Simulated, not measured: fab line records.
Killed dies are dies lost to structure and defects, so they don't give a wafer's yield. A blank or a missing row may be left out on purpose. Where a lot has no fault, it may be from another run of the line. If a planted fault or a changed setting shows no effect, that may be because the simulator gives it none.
A single fault, viewed from 2 desks -- flow sfq-line -- every desk sees just its own numbers, and what lay behind them comes last

== METROLOGY DESK ==
Means of the sampled wafers that have a number, per lot and without regard to the tool the lot ran on: this is what the gauges read. A lot is out of limits, marked OUT, if its mean lies more than 4 standard deviations from the usual mean; the brackets give that distance.
Columns: A = M0_NB_RS at SFQ_M0_RS_MEAS_904, usual 0.891 ohm/sq
lot,first seen here,A
L704,day 7 06:49,0.886
L705,day 7 12:49,0.884
L706,day 7 18:47,0.897
L707,day 8 04:23,0.874
L708,day 8 12:47,0.895
L710,day 9 15:44,0.889
L711,day 10 00:10,0.904
L712,day 10 07:28,0.898
L714,day 11 06:15,0.890
L718,day 11 23:11,0.900
L719,day 12 05:25,0.896
L722,day 13 07:43,0.970 (+9.1) OUT
L723,day 13 13:43,0.985 (+11) OUT
L727,day 15 04:06,0.885
This desk's result: L722, L723 out of limits, first on L722 (M0_NB_RS at SFQ_M0_RS_MEAS_904), day 13 07:43. L704, L705, L706, L707, L708, L710, L711, L712, L714, L718, L719, L727 stayed within limits.

== AT THE TOOL OWNER'S DESK: pvd-sputter-06 ==
The tool's own readings at SFQ_TRILAYER_M0_DEP_SPUTTER_019 (material Nb, target thk 200 nm, time 133.3 s): means of the sampled wafers that have a number, for each lot that ran on this tool. A lot is out of limits, marked OUT, if its mean lies more than 4 standard deviations from the usual mean; the brackets give that distance.
Columns: A = resputter-cathode-voltage-v at SFQ_TRILAYER_M0_DEP_SPUTTER_019, usual 399 V; B = throttle-valve-pct at SFQ_TRILAYER_M0_DEP_SPUTTER_019, usual 30.2 %
lot,first seen here,A,B
L704,day 7 06:41,398,29.5
L705,day 7 12:41,399,30.2
L706,day 7 18:42,400,30.0
L708,day 8 12:42,398,29.8
L710,day 9 15:38,396,30.7
L711,day 10 00:02,400,30.8
L719,day 12 05:17,395,30.8
L722,day 13 07:37,399,30.1
L723,day 13 13:37,398,29.7
Finding of this desk: none of the 9 lots has anything out of limits.

== BROUGHT TOGETHER ==
L722, L723 would have let the metrology desk raise an alarm at day 13 07:43.
The tool owner's desk saw nothing out of limits.
On record at the tool owner's desk: L722, L723, within its limits.
SFQ_TRILAYER_M0_DEP_SPUTTER_019 was run on pvd-sputter-06 by each of the lots named.

== WHAT HAD BEEN PUT IN BY THE SIMULATOR ==
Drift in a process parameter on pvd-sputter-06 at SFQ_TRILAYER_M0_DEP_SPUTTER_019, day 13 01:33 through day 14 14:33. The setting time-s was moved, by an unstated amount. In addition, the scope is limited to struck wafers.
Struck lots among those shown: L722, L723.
Delay in hours, fault start to first out-of-limits reading, per desk: metrology desk 6.
